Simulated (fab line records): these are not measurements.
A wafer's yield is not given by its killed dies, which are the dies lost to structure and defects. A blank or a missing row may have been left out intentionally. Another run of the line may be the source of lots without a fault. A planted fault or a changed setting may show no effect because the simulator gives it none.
Problem report in the 8D (eight disciplines) form, filled by code / flow sky130 / the parts of the form that need people (team, actions taken, sign-off) are left out

1. WHAT IS WRONG
At SKY_SD_N_RTA_14, ramp down c per s averages 35.993 over 6 wafers from 2 lots, while fault-free wafers read 90.001, standard deviation 0.017. So: -99 or more standard deviations from the usual mean.
The step: time 2 s.
First seen on wafer L514.3, day 32 06:23, on rtp anneal-01. The record has a number at this step for 18 wafers belonging to 6 lots. By rule, "out" or "out of limits" means more than 4 standard deviations away from the usual mean. The rest of the wafers with a number are treated as sound.

2. WHAT IT IS; WHAT IT IS NOT
question=which readings at this step | is=ramp down c per s | is not=lamp power pct, wafer_temp_C_max
question=which lots | is=L514, L516 | is not=L505, L508, L515, L523
question=which wafers of those lots | is=all that have a number | is not=-
question=read on which tools | is=rtp anneal-01 | is not=rtp anneal-02
question=when | is=from day 32 06:23 | is not=up to then (6 sound wafers); but 6 sound wafers of L515, L523 came after

3. SUSPECTS, AND WHAT RULES EACH OUT
Counting: a tool at a process step up to the reading stays a suspect if it ran every lot that is out and no sound lot after the first of them.
- rtp anneal-01 at SKY_SD_N_RTA_14 (time 2 s): kept. Every lot that is out went through it, starting with L514 (day 32 06:23), and after that it ran no sound lot; the last sound lot it ran before then is L508 (day 30 06:51). Its own ramp down c per s readings are out on those wafers.
After counting, what remains is rtp anneal-01 at SKY_SD_N_RTA_14.

4. THE CAUSE (what the simulator had put in)
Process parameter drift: rtp anneal-01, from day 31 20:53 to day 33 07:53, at SKY_SD_N_RTA_14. From 90, the setting ramp down c per s moved by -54. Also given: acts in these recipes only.
After counting, this tool was the only one left.

5. THE CHAIN OF EFFECTS, in route order
One row per reading whose mean, taken over the struck wafers that have a number, lies over 3 standard deviations from the usual. Readings are gone through only where the record gives a usual standard deviation; hours: the median, over the lots, of the time from a lot's start at the first step in this table giving one to that lot's start at this step; sigmas: the change measured in usual standard deviations.
hours=0; step=SKY_SD_N_RTA_14; reading=ramp down c per s; usual=90.001; on struck wafers=35.993; change=-54.008; sigmas=-99 or more
Here are the process steps it includes:
- SKY_SD_N_RTA_14: time 2 s.

6. HOW IT WOULD HAVE BEEN CAUGHT EARLIER
First out-of-limits reading in this record: day 32 06:23, which is 10 hours after fault onset at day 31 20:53.
